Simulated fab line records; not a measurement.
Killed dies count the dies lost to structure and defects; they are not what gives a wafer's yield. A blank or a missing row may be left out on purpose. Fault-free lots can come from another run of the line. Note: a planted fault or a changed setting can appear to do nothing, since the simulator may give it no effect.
A single fault, viewed from 2 desks + flow sky130 + what lay behind the numbers comes last; until then each desk has only its own

## AT THE TOOL OWNER'S DESK: rie_diel-01
The tool's own readings at SKY_VIA1_ETCH_14 (etches BARC in N2/H2, stops on SiO2, time 45.9 s, target depth 60 nm): means of the sampled wafers that have a number, for each lot that ran on this tool. The brackets show how far a lot's mean lies from the usual mean; more than 4 standard deviations puts the lot out of limits, marked OUT.
Columns: A = drypump_motor_current_A at SKY_VIA1_ETCH_14, usual 5.7 A; B = oes_product_au at SKY_VIA1_ETCH_14, usual 0.855 a.u.; C = rf_fwd_power_W at SKY_VIA1_ETCH_14, usual 495.6 W; D = throttle_valve_pct at SKY_VIA1_ETCH_14, usual 13.226 %
| lot  | first seen here | A   | B     | C               | D      |
|------|-----------------|-----|-------|-----------------|--------|
| L578 | day 36 06:38    | 6.2 | 0.853 | 496.0           | 13.224 |
| L579 | day 36 22:57    | 6.1 | 0.854 | 497.1           | 13.220 |
| L582 | day 37 04:58    | 6.1 | 0.853 | 494.8           | 13.230 |
| L589 | day 39 05:42    | 6.2 | 0.856 | 573.0 (+39) OUT | 13.219 |
| L590 | day 39 07:20    | 6.1 | 0.858 | 576.4 (+40) OUT | 13.230 |
This desk finds L589, L590 out of limits, L589 being first, at day 39 05:42 (rf_fwd_power_W at SKY_VIA1_ETCH_14). In limits: L578, L579, L582.

## FROM THE METROLOGY DESK
What the gauges read, lot by lot, whatever tool the lot ran on: means of the sampled wafers that have a number. The brackets show how far a lot's mean lies from the usual mean; more than 4 standard deviations puts the lot out of limits, marked OUT.
Columns: A = VIA1_W_THK at SKY_VIA1_THK_MEAS_23, usual 269 nm
| lot  | first seen here | A   |
|------|-----------------|-----|
| L576 | day 35 12:17    | 267 |
| L578 | day 36 07:35    | 269 |
| L579 | day 36 23:55    | 267 |
| L581 | day 37 00:19    | 269 |
| L582 | day 37 05:58    | 271 |
| L585 | day 39 02:16    | 269 |
| L584 | day 39 02:55    | 267 |
| L589 | day 39 07:01    | 266 |
| L590 | day 39 08:18    | 270 |
| L595 | day 40 16:22    | 271 |
This desk's verdict: no lot among the 10 shows anything out of limits.

## PUT TOGETHER
On L589, L590, at day 39 05:42, an alarm was possible from the tool owner's desk.
From the metrology desk's view, nothing was out of limits.
The metrology desk holds a record of L589, L590, inside its limits.
The lots listed all ran SKY_VIA1_ETCH_14 on rie_diel-01.

## WHAT THE SIMULATOR HAD PUT IN
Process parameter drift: rie_diel-01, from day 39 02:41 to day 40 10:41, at SKY_VIA1_ETCH_14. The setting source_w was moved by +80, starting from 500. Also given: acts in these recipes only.
Struck lots among those shown: L589, L590.
Delay in hours, fault start to first out-of-limits reading, by desk: the tool owner's desk at 3.
